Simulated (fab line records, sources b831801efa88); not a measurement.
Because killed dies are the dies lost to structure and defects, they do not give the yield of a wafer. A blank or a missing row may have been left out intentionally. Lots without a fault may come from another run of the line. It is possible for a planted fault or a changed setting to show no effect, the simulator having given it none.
2 desks looking at one fault ; flow gf180mcu ; every desk sees just its own numbers, and what lay behind them comes last

== AT THE TOOL OWNER'S DESK: litho_track-03 ==
The tool's own readings at GF_NSD_DEVELOP_06 (develop time 60 s): means of the sampled wafers that have a number, for each lot that ran on this tool. Any lot whose mean is over 4 standard deviations away from the usual mean is out of limits and marked OUT; that distance is given in the brackets.
Columns: A = exhaust_pa at GF_NSD_DEVELOP_06, usual 44.9 Pa; B = resist_line_temp_C at GF_NSD_DEVELOP_06, usual 22.99 C
lot;first seen here;A;B
L366;day 13 08:10;46.0;22.95
L367;day 13 17:16;44.2;23.03
L370;day 14 17:49;44.7;22.99
L374;day 16 08:13;44.6;22.86
L376;day 16 18:56;46.6;23.02
L378;day 17 15:22;44.4;22.92
Finding of this desk: none of the 6 lots has anything out of limits.

== THE METROLOGY DESK ==
Means of the sampled wafers that have a number, per lot and without regard to the tool the lot ran on: this is what the gauges read. Any lot whose mean is over 4 standard deviations away from the usual mean is out of limits and marked OUT; that distance is given in the brackets.
Columns: A = cd_nm at GF_NSD_CD_MEAS_07, usual 400.6 nm; B = SAB_OVL at GF_SAB_OVL_MEAS_10, usual -1.1 nm; C = PASSIVATION_BOW at GF_PASSIVATION_BOW_MEAS_14, usual 134 um
lot;first seen here;A;B;C
L366;day 13 08:19;402.2;-2.6;134
L367;day 13 17:24;399.7;1.5;149
L369;day 14 04:25;403.0;0.5;130
L370;day 14 17:58;400.8;-0.3;129
L372;day 15 06:03;397.7;0.3;146
L374;day 16 08:22;372.0 (-14) OUT;-2.2;144
L376;day 16 19:05;354.9 (-22) OUT;-0.7;132
L378;day 17 15:31;373.0 (-13) OUT;-0.9;117
L384;day 19 11:37;400.5;-3.1;126
L386;day 20 08:52;399.6;-0.9;132
L387;day 20 14:16;399.8;-1.5;158
L388;day 20 20:04;403.4;0.3;132
L389;day 21 05:12;397.3;-1.8;131
This desk's verdict: out of limits on L374, L376, L378, starting with L374 at day 16 08:22 (cd_nm at GF_NSD_CD_MEAS_07). In limits: L366, L367, L369, L370, L372, L384, L386, L387, L388, L389.

== PUT TOGETHER ==
L374, L376, L378 would have let the metrology desk raise an alarm at day 16 08:22.
The desk of the tool owner found nothing out of limits.
The tool owner's desk has L374, L376, L378 on record, within its limits.
The lots listed all ran GF_NSD_DEVELOP_06 on litho_track-03.

== WHAT HAD BEEN PUT IN BY THE SIMULATOR ==
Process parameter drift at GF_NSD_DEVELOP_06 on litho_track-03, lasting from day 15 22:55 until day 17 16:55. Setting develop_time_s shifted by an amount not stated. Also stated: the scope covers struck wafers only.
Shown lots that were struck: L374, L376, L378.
Hours from the fault's start to each desk's first reading out of limits: the metrology desk, 9.
